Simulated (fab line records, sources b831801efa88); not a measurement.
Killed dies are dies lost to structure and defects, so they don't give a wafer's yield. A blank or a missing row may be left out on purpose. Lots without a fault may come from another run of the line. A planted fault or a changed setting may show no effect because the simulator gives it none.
A struck lot beside a sound one | flow gf180mcu | 14 steps out of a route of 602
Sound: wafers L101.2, L101.3, L101.5. Struck: wafers L999.2, L999.4, L999.6. The cause comes at the end.
At each step with rows: each side's tool, then ch and its chambers, then its first start. Under that, the readings that differ: sound wafers | struck wafers | difference of the means | sigmas: that difference in standard deviations of wafers without a fault.
alike: readings whose means differ by less than 2 such deviations, and words and numbers that are the same on both sides. not compared: withheld readings, readings that some wafer has no value for, bounds like >300 that may hide the same value, and numbers for which the record gives no deviation and whose values overlap.
The two part at a step that has a row with sigmas, a row that says differs or no value, or rows on one side only. Numbers that don't overlap but have no deviation are shown without sigmas and don't part them. A reading that every wafer of one side lacks parts them only if that side has two wafers or more.

GF_V4_STRIP_18: strips in O2/N2.
  sound on plasma_asher-04 ch 1, day 29 16:38; struck on plasma_asher-04 ch 0,1, day 29 00:10
  alike: drypump_motor_current_A, heater_power_w, oes_product_au
  not compared: rf_hours_counter_h
then, 3 steps without rows for these wafers: GF_V4_STRIP_19 (strips in post etch residue remover, time 1200 s); GF_V4_CLEAN_20 (cleans in DIW); GF_V4_SPUTTER_21 (material Ti, target thk 15 nm, time 80.02 s).
GF_V4_SPUTTER_22: material TiN, target thk 10 nm, time 40 s.
  sound on pvd_sputter-02, day 29 17:14; struck on pvd_sputter-02, day 29 00:46
  alike: cathode_dc_power_W, chamber_pressure_pa, throttle_valve_pct
then, 1 step without rows for these wafers: GF_V4_CVD_23 (deposits W, target thk 350 nm, time 104.9 s).
GF_V4_RS_MEAS_24: measures by four-point-probe.
  sound on film_metro-02, day 29 17:24; struck on film_metro-04, day 29 00:56
  alike: V4_W_RS
GF_V4_THK_MEAS_25: measures by xrf.
  sound on film_metro-02, day 29 17:31; struck on film_metro-04, day 29 01:02
  alike: V4_W_THK
then, 1 step without rows for these wafers: GF_V4_CMP_26 (polishes, stops on SiO2, t overpolish 15 s, target thk 0 nm).
GF_MIM_SPUTTER_00: material Ti, target thk 37.5 nm, time 150 s.
  sound on pvd_sputter-03, day 29 17:52; struck on pvd_sputter-03, day 29 01:23
  alike: cathode_dc_power_W, chamber_pressure_pa, throttle_valve_pct
then, 1 step without rows for these wafers: GF_MIM_SPUTTER_01 (material TiN, target thk 30 nm, time 25 s).
GF_MIM_SPUTTER_02: material AlCu, target thk 450 nm, time 23.9 s.
  sound on pvd_sputter-03, day 29 17:59; struck on pvd_sputter-03, day 29 01:31
  alike: cathode_dc_power_W, chamber_pressure_pa, throttle_valve_pct
GF_MIM_SPUTTER_03: material Ti, target thk 10 nm, time 6.7 s.
  sound on pvd_sputter-03, day 29 18:01; struck on pvd_sputter-03, day 29 01:33
  no value came back on the struck wafers for cathode_dc_power_W (W), chamber_pressure_pa (Pa), throttle_valve_pct (%); on the sound wafers cathode_dc_power_W (W) reads 3000.0 3001.4 3000.1
GF_MIM_SPUTTER_04: material TiN, target thk 50 nm, time 41.7 s.
  sound on pvd_sputter-03, day 29 18:02; struck on pvd_sputter-03, day 29 01:34
  alike: cathode_dc_power_W, chamber_pressure_pa, throttle_valve_pct

WHERE THEY PART
Only at GF_MIM_SPUTTER_03, within this record. Later steps at which nothing parts them and some readings are alike: GF_MIM_SPUTTER_04.

WHY: what the simulator had put in
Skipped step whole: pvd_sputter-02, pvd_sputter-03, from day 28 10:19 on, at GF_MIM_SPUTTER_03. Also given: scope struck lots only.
